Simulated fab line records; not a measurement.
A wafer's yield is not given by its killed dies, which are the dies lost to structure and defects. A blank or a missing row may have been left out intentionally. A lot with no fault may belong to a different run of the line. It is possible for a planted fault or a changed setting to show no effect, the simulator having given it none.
8D (eight disciplines) problem report, filled in by code ; flow gf180mcu ; the parts of the form that need people (team, actions taken, sign-off) are left out

== 1. THE ISSUE ==
Mean of chamber_pressure_pa at GF_MIM_SPUTTER_03: 0.3488 Pa across 2 wafers in 2 lots; on wafers with no fault it is 0.3000 Pa (standard deviation 0.00062). Relative to the usual mean, that is a shift of +79 standard deviations.
The step: material Ti, target thk 10 nm, time 6.7 s.
Seen first at day 30 06:43 on pvd_sputter-01, wafer L476.5. The record holds 39 wafers of 13 lots with a number at this step. By rule, "out" or "out of limits" means more than 4 standard deviations away from the usual mean. All remaining wafers that have a number are taken as sound.

== 2. WHAT THIS IS AND IS NOT ==
question;is;is not
which readings at this step;chamber_pressure_pa;-
which lots;L476, L477;L457, L458, L459, L460, L461, L464, L467, L469, L470, L474, L480
which wafers of those lots;L476.5, L477.3;L476.2, L476.4, L477.1, L477.5
read on which tools;pvd_sputter-01;pvd_sputter-02
when;from day 30 06:43;"up to then (32 sound wafers); but 5 sound wafers of L477, L480 came after"

== 3. SUSPECTS, AND WHAT RULES EACH OUT ==
Counting: if a tool at a process step up to the reading ran every lot that is out, it stays a suspect. Sound lots after the first of them don't rule it out here, since some wafers of a struck lot are sound.
- cmp-02 at GF_V4_CMP_04 (polishes SiO2): kept. Every lot that is out went through it, the first being L476 (day 29 09:44); the last sound lot it ran before that was L470 (day 27 21:32).
- pvd_sputter-01 at GF_MIM_SPUTTER_00 (material Ti, target thk 37.5 nm, time 150 s): kept. Every lot that is out went through it, the first being L476 (day 30 06:33); the last sound lot it ran before that was L469 (day 28 12:31).
- pvd_sputter-01 at GF_MIM_SPUTTER_03 (material Ti, target thk 10 nm, time 6.7 s): kept. Every lot that is out went through it, the first being L476 (day 30 06:43); the last sound lot it ran before that was L469 (day 28 12:40). Out on those wafers are its own readings of chamber_pressure_pa.
Left after counting: cmp-02 at GF_V4_CMP_04, pvd_sputter-01 at GF_MIM_SPUTTER_00, pvd_sputter-01 at GF_MIM_SPUTTER_03.

== 4. THE CAUSE (what the simulator had put in) ==
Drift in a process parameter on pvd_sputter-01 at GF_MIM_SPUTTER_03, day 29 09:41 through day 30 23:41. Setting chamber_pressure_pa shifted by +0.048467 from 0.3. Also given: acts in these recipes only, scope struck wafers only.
Counting left 3 suspects, and this tool is among them.

== 5. THE EFFECT CHAIN, in route order ==
Each row: a reading where the mean over the struck wafers with a number is more than 3 standard deviations away from the usual. Only readings for which the record gives a usual standard deviation are gone through. hours: the time from each lot's start at the first step in this table that gives one to its start at this step, as a median over the lots. sigmas: the change in usual standard deviations.
hours;step;reading;usual;on struck wafers;change;sigmas
0;GF_MIM_SPUTTER_03;chamber_pressure_pa;0.3000 Pa;0.3488;+0.0488;+79
Its process steps:
- GF_MIM_SPUTTER_03: material Ti, target thk 10 nm, time 6.7 s.

== 6. WHAT WOULD HAVE CAUGHT IT SOONER ==
First out-of-limits reading in this record: day 30 06:43, which is 21 hours after fault onset at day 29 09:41.
